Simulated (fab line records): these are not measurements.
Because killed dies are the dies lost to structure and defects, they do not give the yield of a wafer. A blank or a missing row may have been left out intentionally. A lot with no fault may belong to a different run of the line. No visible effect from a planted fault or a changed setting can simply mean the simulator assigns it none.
fab line records -- flow sky130 -- part 1 of 2: steps 1 to 27 of 34
record lots=5, wafers=15, last_day=50
route steps=708 shown CAPM@537 METAL3@555
lots untouched by any fault: they come from a run of this same line in which no faults occurred
start_h: hours from the record's first day to the start of the lot's first wafer shown -- wait_h: how many hours have passed since the lot's step before this one -- " unchanged from the row above -- L1.1+2: a single row standing in for several wafers -- - value missing, or start not given -- * or withheld: withheld -- < > ~ a bound
route shown NAME@n: a module of which the file shows steps, and the number in the route of the first -- usual: the fault-free wafers' mean and standard deviation -- same: alike in all rows -- chamber/n: place in a boat -- sites: each site's reading -- _std_site: standard deviation of those values -- _edge_site: mean of outer sites minus mean of inner sites -- radius_mm: for every site, how far away it sits from the centre of the wafer -- mask NAME#n: copy n -- behind: the tool/chamber that last shaped the wafer -- hold: why the lot was held/for how many hours/how that ended -- device: the transistor (n, p or np) that didn't switch -- end of line: the route-end tests of the same wafers -- a step with no rows: only its recipe -- killed: dies lost to structure and defects at the first sort, not the wafer's yield -- map: per-die view of a wafer (x killed, . not killed, _ where there is no die)
set.NAME: the setting that was run; set.NAME@STEP: the one run at that earlier step -- model.NAME: the simulator's own value behind a step, which no gauge read
lots seen at some steps along the route; tables by step, rows by wafer
services: the hour from which a tool's chamber was out of use, counted from the record's first day as start_h (under 0 if before that day), plus the number of hours and why
## steps
# step SKY_CAPM_CVD_00
# recipe material=SiO2, target_thk_nm=15.5, temp_c=400, time_s=withheld, rf_w=450
# usual heater_power_outer_w=434/120, heater_power_w=714/170
lot.wafer,tool,chamber,start_h,wait_h,heater_power_outer_w,heater_power_w
L075.1,pecvd-01,0,861.77,0.0,488,785
L075.3,pecvd-01,2,861.77,0.0,593,971
L075.4,pecvd-01,0,861.77,0.0,494,792
L078.1,pecvd-03,2,881.29,0.0,396,696
L078.3,pecvd-03,0,881.29,0.0,466,747
L078.5,pecvd-03,1,881.29,0.0,505,842
L088.2,pecvd-04,1,962.98,0.0,278,494
L088.3,pecvd-04,0,962.98,0.0,384,630
L088.4,pecvd-04,1,962.98,0.0,274,489
L093.2,pecvd-03,0,991.67,0.0,409,678
L093.4,pecvd-03,0,991.67,0.0,401,691
L093.6,pecvd-03,2,991.67,0.0,322,618
L096.1,pecvd-04,0,1009.56,0.0,337,562
L096.5,pecvd-04,0,1009.56,0.0,341,561
L096.6,pecvd-04,2,1009.56,0.0,668,1026
# step SKY_CAPM_THK_MEAS_01
# recipe reads=SiO2_of_CAPM_CVD_00
# usual CAPM_CVD_00_THK=15.45/0.22
lot.wafer,tool,chamber,start_h,wait_h,CAPM_CVD_00_THK[nm]
L075.1,film_metro-03,-,861.81,-,15.40
L075.3,film_metro-03,-,861.81,-,15.30
L075.4,film_metro-03,-,861.81,-,15.63
L078.1,film_metro-03,-,881.31,-,15.43
L078.3,film_metro-03,-,881.31,-,15.43
L078.5,film_metro-03,-,881.31,-,15.35
L088.2,film_metro-04,-,963.02,-,15.40
L088.3,film_metro-04,-,963.02,-,15.69
L088.4,film_metro-04,-,963.02,-,15.56
L093.2,film_metro-02,-,991.70,-,15.18
L093.4,film_metro-02,-,991.70,-,15.49
L093.6,film_metro-02,-,991.70,-,15.47
L096.1,film_metro-03,-,1009.59,-,15.30
L096.5,film_metro-03,-,1009.59,-,15.59
L096.6,film_metro-03,-,1009.59,-,15.18
# step SKY_CAPM_SPUTTER_02
# recipe material=TiN, target_thk_nm=200, temp_c=300, power_w=6500, time_s=166.7, chamber_pressure_pa=0.4
# usual throttle_valve_pct=29.7/0.8
lot.wafer,tool,chamber,start_h,wait_h,throttle_valve_pct
L075.1,pvd_sputter-04,-,861.87,0.1,28.3
L075.3,pvd_sputter-04,-,861.87,0.1,30.2
L075.4,pvd_sputter-04,-,861.87,0.1,30.8
L078.1,pvd_sputter-02,-,881.37,0.1,29.0
L078.3,pvd_sputter-02,-,881.37,0.1,30.0
L078.5,pvd_sputter-02,-,881.37,0.1,29.9
L088.2,pvd_sputter-03,-,963.07,0.0,29.2
L088.3,pvd_sputter-03,-,963.07,0.0,30.7
L088.4,pvd_sputter-03,-,963.07,0.0,29.8
L093.2,pvd_sputter-03,-,991.75,0.0,28.8
L093.4,pvd_sputter-03,-,991.75,0.0,29.8
L093.6,pvd_sputter-03,-,991.75,0.0,29.1
L096.1,pvd_sputter-03,-,1009.65,0.1,29.9
L096.5,pvd_sputter-03,-,1009.65,0.1,30.9
L096.6,pvd_sputter-03,-,1009.65,0.1,29.8
# step SKY_CAPM_RS_MEAS_03
# recipe thk_meas_gauge=four-point-probe, reads=TiN_of_CAPM_SPUTTER_02
# usual CAPM_TIN_RS=6.95/0.082
lot.wafer,tool,chamber,start_h,wait_h,CAPM_TIN_RS[ohm/sq]
L075.1,film_metro-02,-,861.97,0.1,7.11
L075.3,film_metro-02,-,861.97,0.1,6.99
L075.4,film_metro-02,-,861.97,0.1,6.94
L078.1,film_metro-02,-,881.48,0.1,7.11
L078.3,film_metro-02,-,881.48,0.1,7.05
L078.5,film_metro-02,-,881.48,0.1,7.02
L088.2,film_metro-03,-,963.20,0.1,6.88
L088.3,film_metro-03,-,963.20,0.1,6.88
L088.4,film_metro-03,-,963.20,0.1,6.89
L093.2,film_metro-03,-,991.88,0.1,7.00
L093.4,film_metro-03,-,991.88,0.1,7.00
L093.6,film_metro-03,-,991.88,0.1,6.99
L096.1,film_metro-02,-,1009.76,0.1,6.85
L096.5,film_metro-02,-,1009.76,0.1,6.90
L096.6,film_metro-02,-,1009.76,0.1,6.84
# step SKY_CAPM_THK_MEAS_04
# recipe thk_meas_gauge=xrf, reads=TiN_of_CAPM_SPUTTER_02
# usual CAPM_TIN_THK=195.4/2.3
lot.wafer,tool,chamber,start_h,wait_h,CAPM_TIN_THK[nm]
L075.1,film_metro-02,-,862.09,0.1,191.4
L075.3,film_metro-02,-,862.09,0.1,194.0
L075.4,film_metro-02,-,862.09,0.1,195.4
L078.1,film_metro-02,-,881.60,0.1,191.0
L078.3,film_metro-02,-,881.60,0.1,193.4
L078.5,film_metro-02,-,881.60,0.1,193.8
L088.2,film_metro-03,-,963.31,0.1,198.0
L088.3,film_metro-03,-,963.31,0.1,197.3
L088.4,film_metro-03,-,963.31,0.1,196.7
L093.2,film_metro-03,-,991.99,0.1,194.5
L093.4,film_metro-03,-,991.99,0.1,195.0
L093.6,film_metro-03,-,991.99,0.1,193.6
L096.1,film_metro-02,-,1009.88,0.1,197.0
L096.5,film_metro-02,-,1009.88,0.1,196.5
L096.6,film_metro-02,-,1009.88,0.1,198.4
# step SKY_CAPM_DEHYDRATE_05
# recipe temp_c=200, time_s=60
# usual heater_power_total_W=160.37/0.13, resist_line_temp_C=23.03/0.11
lot.wafer,tool,chamber,start_h,wait_h,heater_power_total_W,resist_line_temp_C
L075.1,litho_track-01,0,873.56,11.5,160.34,23.09
L075.3,litho_track-01,0,873.56,11.5,160.42,22.85
L075.4,litho_track-01,0,873.56,11.5,160.39,22.99
L078.1,litho_track-02,0,893.44,11.8,160.28,23.02
L078.3,litho_track-02,0,893.44,11.8,160.50,23.08
L078.5,litho_track-02,0,893.44,11.8,160.35,23.04
L088.2,litho_track-01,0,974.08,10.8,160.20,23.06
L088.3,litho_track-01,0,974.08,10.8,160.60,23.03
L088.4,litho_track-01,0,974.08,10.8,160.18,23.05
L093.2,litho_track-01,0,1002.08,10.1,160.54,23.02
L093.4,litho_track-01,0,1002.08,10.1,160.56,23.02
L093.6,litho_track-01,0,1002.08,10.1,160.53,22.97
L096.1,litho_track-04,0,1020.38,10.5,160.23,23.09
L096.5,litho_track-04,0,1020.38,10.5,160.53,23.16
L096.6,litho_track-04,0,1020.38,10.5,160.08,23.12
# step SKY_CAPM_HMDS_06
# recipe prime_time_s=60, prime_temp_c=120
# usual resist_line_temp_C=23.01/0.11
lot.wafer,tool,chamber,start_h,wait_h,resist_line_temp_C
L075.1,litho_track-01,0,873.71,0.1,22.98
L075.3,litho_track-01,0,873.71,0.1,23.14
L075.4,litho_track-01,0,873.71,0.1,22.96
L078.1,litho_track-02,0,893.59,0.1,22.98
L078.3,litho_track-02,0,893.59,0.1,22.95
L078.5,litho_track-02,0,893.59,0.1,23.00
L088.2,litho_track-01,0,974.23,0.1,22.87
L088.3,litho_track-01,0,974.23,0.1,22.88
L088.4,litho_track-01,0,974.23,0.1,22.97
L093.2,litho_track-01,0,1002.23,0.1,22.94
L093.4,litho_track-01,0,1002.23,0.1,23.16
L093.6,litho_track-01,0,1002.23,0.1,22.96
L096.1,litho_track-04,0,1020.53,0.1,22.99
L096.5,litho_track-04,0,1020.53,0.1,23.05
L096.6,litho_track-04,0,1020.53,0.1,22.89
# step SKY_CAPM_COAT_07
# recipe resist=NOVOLAK, spin_rpm=3000, resist_thk_nm=1140
# usual resist_line_temp_C=23.01/0.11
lot.wafer,tool,chamber,start_h,wait_h,resist_line_temp_C
L075.1,litho_track-01,0,873.86,0.1,23.16
L075.3,litho_track-01,0,873.86,0.1,22.92
L075.4,litho_track-01,0,873.86,0.1,22.97
L078.1,litho_track-02,0,893.74,0.1,23.11
L078.3,litho_track-02,0,893.74,0.1,23.34
L078.5,litho_track-02,0,893.74,0.1,22.99
L088.2,litho_track-01,0,974.38,0.1,23.14
L088.3,litho_track-01,0,974.38,0.1,23.09
L088.4,litho_track-01,0,974.38,0.1,23.14
L093.2,litho_track-01,0,1002.38,0.1,22.87
L093.4,litho_track-01,0,1002.38,0.1,23.01
L093.6,litho_track-01,0,1002.38,0.1,22.97
L096.1,litho_track-04,0,1020.68,0.1,23.06
L096.5,litho_track-04,0,1020.68,0.1,23.00
L096.6,litho_track-04,0,1020.68,0.1,23.10
# step SKY_CAPM_SOFTBAKE_08
# recipe temp_c=90.72, time_s=60, resist=NOVOLAK
# usual heater_power_total_W=57.23/0.05, resist_line_temp_C=23.01/0.11
lot.wafer,tool,chamber,start_h,wait_h,heater_power_total_W,resist_line_temp_C
L075.1,litho_track-01,0,874.01,0.1,57.34,22.91
L075.3,litho_track-01,0,874.01,0.1,57.24,22.89
L075.4,litho_track-01,0,874.01,0.1,57.22,23.00
L078.1,litho_track-02,0,893.89,0.1,57.29,22.96
L078.3,litho_track-02,0,893.89,0.1,57.18,22.83
L078.5,litho_track-02,0,893.89,0.1,57.29,23.18
L088.2,litho_track-01,0,974.53,0.1,57.18,23.00
L088.3,litho_track-01,0,974.53,0.1,57.21,22.97
L088.4,litho_track-01,0,974.53,0.1,57.23,22.97
L093.2,litho_track-01,0,1002.53,0.1,57.29,23.04
L093.4,litho_track-01,0,1002.53,0.1,57.19,22.90
L093.6,litho_track-01,0,1002.53,0.1,57.18,22.99
L096.1,litho_track-04,0,1020.83,0.1,57.27,23.09
L096.5,litho_track-04,0,1020.83,0.1,57.06,22.96
L096.6,litho_track-04,0,1020.83,0.1,57.23,23.03
# step SKY_CAPM_EXPOSE_09
# recipe mask_id=CAPM, na=0.6, source_shape=conventional, sigma_outer=0.6, polarization=unpolarized, target_cd_nm=1000, dose_mj=159
# same na=0.6
lot.wafer,tool,chamber,start_h,wait_h,mask
L075.1+3+4,iline_stepper-02,0,-,-,CAPM#0
L078.1+3+5,iline_stepper-01,0,-,-,CAPM#0
L088.2+3+4,iline_stepper-02,0,-,-,CAPM#0
L093.2+4+6,iline_stepper-01,0,-,-,CAPM#0
L096.1+5+6,iline_stepper-01,0,-,-,CAPM#0
# step SKY_CAPM_PEB_10
# recipe temp_c=withheld, time_s=*, resist=NOVOLAK
# usual resist_line_temp_C=*
lot.wafer,tool,chamber,start_h,wait_h,resist_line_temp_C
L075.1,litho_track-02,0,-,-,*
L075.3,litho_track-02,0,-,-,*
L075.4,litho_track-02,0,-,-,*
L078.1,litho_track-04,0,-,-,*
L078.3,litho_track-04,0,-,-,*
L078.5,litho_track-04,0,-,-,*
L088.2,litho_track-02,0,-,-,*
L088.3,litho_track-02,0,-,-,*
L088.4,litho_track-02,0,-,-,*
L093.2,litho_track-04,0,-,-,*
L093.4,litho_track-04,0,-,-,*
L093.6,litho_track-04,0,-,-,*
L096.1,litho_track-01,0,-,-,*
L096.5,litho_track-01,0,-,-,*
L096.6,litho_track-01,0,-,-,*
# step SKY_CAPM_DEVELOP_11
# recipe resist=NOVOLAK, developer=TMAH, develop_time_s=60, dev_temp_c=23
# usual resist_line_temp_C=23.00/0.11
lot.wafer,tool,chamber,start_h,wait_h,resist_line_temp_C
L075.1,litho_track-02,0,887.14,0.1,22.85
L075.3,litho_track-02,0,887.14,0.1,22.98
L075.4,litho_track-02,0,887.14,0.1,22.92
L078.1,litho_track-04,0,906.93,0.1,23.06
L078.3,litho_track-04,0,906.93,0.1,22.98
L078.5,litho_track-04,0,906.93,0.1,22.80
L088.2,litho_track-02,0,986.42,0.1,22.91
L088.3,litho_track-02,0,986.42,0.1,22.91
L088.4,litho_track-02,0,986.42,0.1,23.04
L093.2,litho_track-04,0,1014.05,0.1,22.99
L093.4,litho_track-04,0,1014.05,0.1,22.99
L093.6,litho_track-04,0,1014.05,0.1,22.97
L096.1,litho_track-01,0,1031.46,0.1,22.97
L096.5,litho_track-01,0,1031.46,0.1,22.90
L096.6,litho_track-01,0,1031.46,0.1,22.95
# step SKY_CAPM_OVL_MEAS_12
# usual CAPM_OVL=-0.4/1.2
lot.wafer,tool,chamber,start_h,wait_h,CAPM_OVL[nm]
L075.1,overlay-01,-,887.29,0.1,0.5
L075.3,overlay-01,-,887.29,0.1,0.8
L075.4,overlay-01,-,887.29,0.1,0.6
L078.1,overlay-02,-,907.08,0.1,-1.9
L078.3,overlay-02,-,907.08,0.1,-3.5
L078.5,overlay-02,-,907.08,0.1,-3.2
L088.2,overlay-02,-,986.55,0.1,0.3
L088.3,overlay-02,-,986.55,0.1,-0.3
L088.4,overlay-02,-,986.55,0.1,0.3
L093.2,overlay-02,-,1014.18,0.1,-0.2
L093.4,overlay-02,-,1014.18,0.1,-0.2
L093.6,overlay-02,-,1014.18,0.1,-0.3
L096.1,overlay-01,-,1031.61,0.1,-2.2
L096.5,overlay-01,-,1031.61,0.1,-1.5
L096.6,overlay-01,-,1031.61,0.1,-1.0
# step SKY_CAPM_METAL_ETCH_13
# recipe target_depth_nm=220, stop_on=SiO2, chemistry=Cl2/BCl3, target=TiN, pressure_mtorr=10, icp_w=900, bias_w=48.5, Cl2_flow_sccm=60, bcl3_flow_sccm=30, time_s=62.9
# usual drypump_motor_current_A=5.7/0.42, mfc_cl2_sccm=59.99/0.18, oes_product_au=0.938/0.008, throttle_valve_pct=21.903/0.0096
lot.wafer,tool,chamber,start_h,wait_h,drypump_motor_current_A,mfc_cl2_sccm,oes_product_au,rf_hours_counter_h,throttle_valve_pct
L075.1,rie_metal-03,1,887.33,0.0,5.5,59.99,0.923,7,21.907
L075.3,rie_metal-03,1,887.33,0.0,5.5,60.08,0.939,-,21.906
L075.4,rie_metal-03,0,887.33,0.0,5.8,60.01,0.943,-,21.899
L078.1,rie_metal-03,1,907.11,0.0,5.6,60.13,0.923,8,21.902
L078.3,rie_metal-03,1,907.11,0.0,5.5,60.19,0.931,-,21.914
L078.5,rie_metal-03,1,907.11,0.0,5.5,59.92,0.934,-,21.910
L088.2,rie_metal-04,0,986.58,0.0,4.9,60.03,0.948,2,21.902
L088.3,rie_metal-04,1,986.58,0.0,6.1,59.93,0.951,-,21.899
L088.4,rie_metal-04,0,986.58,0.0,4.9,60.08,0.934,-,21.900
L093.2,rie_metal-04,1,1014.21,0.0,6.1,59.89,0.936,7,21.902
L093.4,rie_metal-04,1,1014.21,0.0,6.1,59.78,0.930,-,21.910
L093.6,rie_metal-04,1,1014.21,0.0,6.1,59.98,0.941,-,21.904
L096.1,rie_metal-03,1,1031.65,0.0,5.5,59.93,0.943,16,21.900
L096.5,rie_metal-03,1,1031.65,0.0,5.5,60.01,0.939,-,21.904
L096.6,rie_metal-03,0,1031.65,0.0,5.7,60.23,0.951,-,21.898
# step SKY_CAPM_STRIP_14
# recipe chemistry=O2/N2, power_w=1400, pressure_mtorr=1500, platen_temp_c=withheld, o2_flow_sccm=3000, n2_flow_sccm=300, overash_fraction=0.5
# usual drypump_motor_current_A=5.6/0.46, oes_product_au=0.710/0.0049, strip_time_to_endpoint_s=12.62/0.045
lot.wafer,tool,chamber,start_h,wait_h,drypump_motor_current_A,oes_product_au,rf_hours_counter_h,strip_time_to_endpoint_s
L075.1,plasma_asher-03,1,887.41,0.1,5.6,0.714,76,12.66
L075.3,plasma_asher-03,0,887.41,0.1,5.9,0.701,-,12.65
L075.4,plasma_asher-03,1,887.41,0.1,5.6,0.704,-,12.64
L078.1,plasma_asher-01,1,907.19,0.1,5.0,0.710,17,12.61
L078.3,plasma_asher-01,0,907.19,0.1,6.4,0.703,-,12.62
L078.5,plasma_asher-01,0,907.19,0.1,6.4,0.720,-,12.59
L088.2,plasma_asher-03,1,986.66,0.1,5.6,0.703,86,12.57
L088.3,plasma_asher-03,1,986.66,0.1,5.6,0.713,-,12.61
L088.4,plasma_asher-03,0,986.66,0.1,5.9,0.717,-,12.60
L093.2,plasma_asher-03,1,1014.29,0.1,5.6,0.715,89,12.55
L093.4,plasma_asher-03,1,1014.29,0.1,5.7,0.716,-,12.59
L093.6,plasma_asher-03,0,1014.29,0.1,5.9,0.712,-,12.53
L096.1,plasma_asher-01,1,1031.72,0.1,5.0,0.719,29,12.63
L096.5,plasma_asher-01,1,1031.72,0.1,5.0,0.717,-,12.61
L096.6,plasma_asher-01,0,1031.72,0.1,6.4,0.720,-,12.61
# step SKY_CAPM_STRIP_15
# recipe chemistry=post_etch_residue_remover, time_s=1200, temp_c=72.5
lot.wafer,tool,chamber,start_h,wait_h
L075.1+3+4,wet_bench-02,3,887.51,0.1
L078.1+3+5,wet_bench-03,2,907.29,0.1
L088.2+3+4,wet_bench-01,0,986.76,0.1
L093.2+4+6,wet_bench-01,0,1014.39,0.1
L096.1+5+6,wet_bench-02,3,1031.82,0.1
# step SKY_CAPM_CLEAN_16
# recipe chemistry=IPA, time_s=180, temp_c=25
lot.wafer,tool,chamber,start_h,wait_h
L075.1+3+4,wet_bench-01,3,887.85,0.0
L078.1+3+5,wet_bench-02,0,907.63,0.0
L088.2+3+4,wet_bench-02,1,987.13,0.0
L093.2+4+6,wet_bench-02,1,1014.73,0.0
L096.1+5+6,wet_bench-03,1,1032.20,0.0
# step SKY_CAPM_CLEAN_17
# recipe chemistry=O3/DIW, dry=n2_spin
lot.wafer,tool,chamber,start_h,wait_h
L075.1+3+4,wet_bench-03,3,887.91,0.0
L078.1+3+5,wet_bench-01,0,907.69,0.0
L088.2+3+4,wet_bench-01,1,987.19,0.0
L093.2+4+6,wet_bench-03,0,1014.79,0.0
L096.1+5+6,wet_bench-01,2,1032.26,0.0
# step SKY_METAL3_DEHYDRATE_05
# recipe temp_c=200, time_s=60
# usual heater_power_total_W=160.39/0.13, resist_line_temp_C=22.99/0.11
lot.wafer,tool,chamber,start_h,wait_h,heater_power_total_W,resist_line_temp_C
L075.1,litho_track-01,0,899.61,11.5,160.57,22.87
L075.3,litho_track-01,0,899.61,11.5,160.24,23.10
L075.4,litho_track-01,0,899.61,11.5,160.37,23.00
L078.1,litho_track-04,0,918.98,11.2,160.48,22.94
L078.3,litho_track-04,0,918.98,11.2,160.19,23.01
L078.5,litho_track-04,0,918.98,11.2,160.40,23.27
L088.2,litho_track-03,0,997.96,10.7,160.50,22.87
L088.3,litho_track-03,0,997.96,10.7,160.39,23.07
L088.4,litho_track-03,0,997.96,10.7,160.38,22.94
L093.2,litho_track-03,0,1025.16,10.3,160.59,22.90
L093.4,litho_track-03,0,1025.16,10.3,160.61,22.89
L093.6,litho_track-03,0,1025.16,10.3,160.20,23.03
L096.1,litho_track-03,0,1042.34,10.0,160.27,23.09
L096.5,litho_track-03,0,1042.34,10.0,160.28,23.18
L096.6,litho_track-03,0,1042.34,10.0,160.22,23.15
# step SKY_METAL3_HMDS_06
# recipe prime_time_s=60, prime_temp_c=120
# usual resist_line_temp_C=23.01/0.096
lot.wafer,tool,chamber,start_h,wait_h,resist_line_temp_C
L075.1,litho_track-01,0,899.76,0.1,23.09
L075.3,litho_track-01,0,899.76,0.1,23.19
L075.4,litho_track-01,0,899.76,0.1,23.08
L078.1,litho_track-04,0,919.13,0.1,22.93
L078.3,litho_track-04,0,919.13,0.1,22.96
L078.5,litho_track-04,0,919.13,0.1,22.96
L088.2,litho_track-03,0,998.11,0.1,23.02
L088.3,litho_track-03,0,998.11,0.1,23.04
L088.4,litho_track-03,0,998.11,0.1,22.93
L093.2,litho_track-03,0,1025.31,0.1,23.18
L093.4,litho_track-03,0,1025.31,0.1,23.00
L093.6,litho_track-03,0,1025.31,0.1,23.05
L096.1,litho_track-03,0,1042.49,0.1,23.03
L096.5,litho_track-03,0,1042.49,0.1,23.01
L096.6,litho_track-03,0,1042.49,0.1,23.04
# step SKY_METAL3_COAT_07
# recipe resist=BARC, temp_c=withheld, time_s=withheld, spin_rpm=3000, resist_thk_nm=60
# usual resist_line_temp_C=*
lot.wafer,tool,chamber,start_h,wait_h,resist_line_temp_C
L075.1,litho_track-01,0,899.91,0.1,*
L075.3,litho_track-01,0,899.91,0.1,*
L075.4,litho_track-01,0,899.91,0.1,*
L078.1,litho_track-04,0,919.28,0.1,*
L078.3,litho_track-04,0,919.28,0.1,*
L078.5,litho_track-04,0,919.28,0.1,*
L088.2,litho_track-03,0,998.26,0.1,*
L088.3,litho_track-03,0,998.26,0.1,*
L088.4,litho_track-03,0,998.26,0.1,*
L093.2,litho_track-03,0,1025.46,0.1,*
L093.4,litho_track-03,0,1025.46,0.1,*
L093.6,litho_track-03,0,1025.46,0.1,*
L096.1,litho_track-03,0,1042.64,0.1,*
L096.5,litho_track-03,0,1042.64,0.1,*
L096.6,litho_track-03,0,1042.64,0.1,*
# step SKY_METAL3_COAT_08
# recipe resist=KrF-thick, spin_rpm=3000, resist_thk_nm=1140
# usual resist_line_temp_C=23.00/0.11
lot.wafer,tool,chamber,start_h,wait_h,resist_line_temp_C
L075.1,litho_track-01,0,-,-,22.92
L075.3,litho_track-01,0,-,-,22.87
L075.4,litho_track-01,0,-,-,22.97
L078.1,litho_track-04,0,-,-,23.19
L078.3,litho_track-04,0,-,-,23.23
L078.5,litho_track-04,0,-,-,23.14
L088.2,litho_track-03,0,-,-,22.88
L088.3,litho_track-03,0,-,-,23.04
L088.4,litho_track-03,0,-,-,23.12
L093.2,litho_track-03,0,-,-,22.93
L093.4,litho_track-03,0,-,-,22.86
L093.6,litho_track-03,0,-,-,22.81
L096.1,litho_track-03,0,-,-,23.02
L096.5,litho_track-03,0,-,-,22.97
L096.6,litho_track-03,0,-,-,22.76
# step SKY_METAL3_SOFTBAKE_09
# recipe temp_c=100, time_s=90, resist=KrF-thick
# usual heater_power_total_W=57.35/0.11, resist_line_temp_C=22.99/0.11
lot.wafer,tool,chamber,start_h,wait_h,heater_power_total_W,resist_line_temp_C
L075.1,litho_track-01,0,-,-,57.48,22.81
L075.3,litho_track-01,0,-,-,57.20,23.00
L075.4,litho_track-01,0,-,-,57.21,22.89
L078.1,litho_track-04,0,-,-,57.23,22.95
L078.3,litho_track-04,0,-,-,57.38,23.01
L078.5,litho_track-04,0,-,-,57.57,23.06
L088.2,litho_track-03,0,-,-,57.44,22.99
L088.3,litho_track-03,0,-,-,57.45,23.15
L088.4,litho_track-03,0,-,-,57.27,23.01
L093.2,litho_track-03,0,-,-,57.27,23.00
L093.4,litho_track-03,0,-,-,57.18,22.86
L093.6,litho_track-03,0,-,-,57.30,22.98
L096.1,litho_track-03,0,-,-,57.42,23.00
L096.5,litho_track-03,0,-,-,57.11,23.11
L096.6,litho_track-03,0,-,-,57.40,22.83
# step SKY_METAL3_EXPOSE_10
# recipe mask_id=MM3, na=0.68, source_shape=annular, sigma_inner=0.4, sigma_outer=0.8, target_cd_nm=300, dose_mj=28
# same na=0.68
lot.wafer,tool,chamber,start_h,wait_h,mask
L075.1+3+4,krf_scanner-02,0,-,-,MM3#0
L078.1+3+5,krf_scanner-02,0,-,-,MM3#0
L088.2+3+4,krf_scanner-01,0,-,-,MM3#0
L093.2+4+6,krf_scanner-02,0,-,-,MM3#0
L096.1+5+6,krf_scanner-02,0,-,-,MM3#0
# step SKY_METAL3_PEB_11
# recipe peb_temp_c=withheld, peb_time_s=withheld, resist=KrF-thick
# usual resist_line_temp_C=*
lot.wafer,tool,chamber,start_h,wait_h,resist_line_temp_C
L075.1,litho_track-01,0,-,-,*
L075.3,litho_track-01,0,-,-,*
L075.4,litho_track-01,0,-,-,*
L078.1,litho_track-01,0,-,-,*
L078.3,litho_track-01,0,-,-,*
L078.5,litho_track-01,0,-,-,*
L088.2,litho_track-01,0,-,-,*
L088.3,litho_track-01,0,-,-,*
L088.4,litho_track-01,0,-,-,*
L093.2,litho_track-03,0,-,-,*
L093.4,litho_track-03,0,-,-,*
L093.6,litho_track-03,0,-,-,*
L096.1,litho_track-01,0,-,-,*
L096.5,litho_track-01,0,-,-,*
L096.6,litho_track-01,0,-,-,*
# step SKY_METAL3_DEVELOP_12
# recipe develop_time_s=60, resist=KrF-thick, dev_temp_c=21
# usual resist_line_temp_C=23.03/0.11
lot.wafer,tool,chamber,start_h,wait_h,resist_line_temp_C
L075.1,litho_track-01,0,-,-,22.78
L075.3,litho_track-01,0,-,-,22.94
L075.4,litho_track-01,0,-,-,22.85
L078.1,litho_track-01,0,-,-,23.10
L078.3,litho_track-01,0,-,-,23.21
L078.5,litho_track-01,0,-,-,23.09
L088.2,litho_track-01,0,-,-,23.00
L088.3,litho_track-01,0,-,-,23.08
L088.4,litho_track-01,0,-,-,22.99
L093.2,litho_track-03,0,-,-,23.06
L093.4,litho_track-03,0,-,-,22.98
L093.6,litho_track-03,0,-,-,23.09
L096.1,litho_track-01,0,-,-,23.07
L096.5,litho_track-01,0,-,-,23.04
L096.6,litho_track-01,0,-,-,23.00
# step SKY_METAL3_CD_MEAS_13
# recipe target_cd_nm=300
# usual cd_nm=299.7/1.6
lot.wafer,tool,chamber,start_h,wait_h,cd_nm
L075.1,cd_sem-02,-,913.21,-,299.4
L075.3,cd_sem-02,-,913.21,-,298.5
L075.4,cd_sem-02,-,913.21,-,298.9
L078.1,cd_sem-01,-,931.76,-,302.3
L078.3,cd_sem-01,-,931.76,-,301.8
L078.5,cd_sem-01,-,931.76,-,301.7
L088.2,cd_sem-02,-,1009.88,-,300.5
L088.3,cd_sem-02,-,1009.88,-,300.5
L088.4,cd_sem-02,-,1009.88,-,301.8
L093.2,cd_sem-02,-,1037.01,-,299.9
L093.4,cd_sem-02,-,1037.01,-,301.6
L093.6,cd_sem-02,-,1037.01,-,299.7
L096.1,cd_sem-01,-,1054.21,-,300.8
L096.5,cd_sem-01,-,1054.21,-,300.3
L096.6,cd_sem-01,-,1054.21,-,299.2
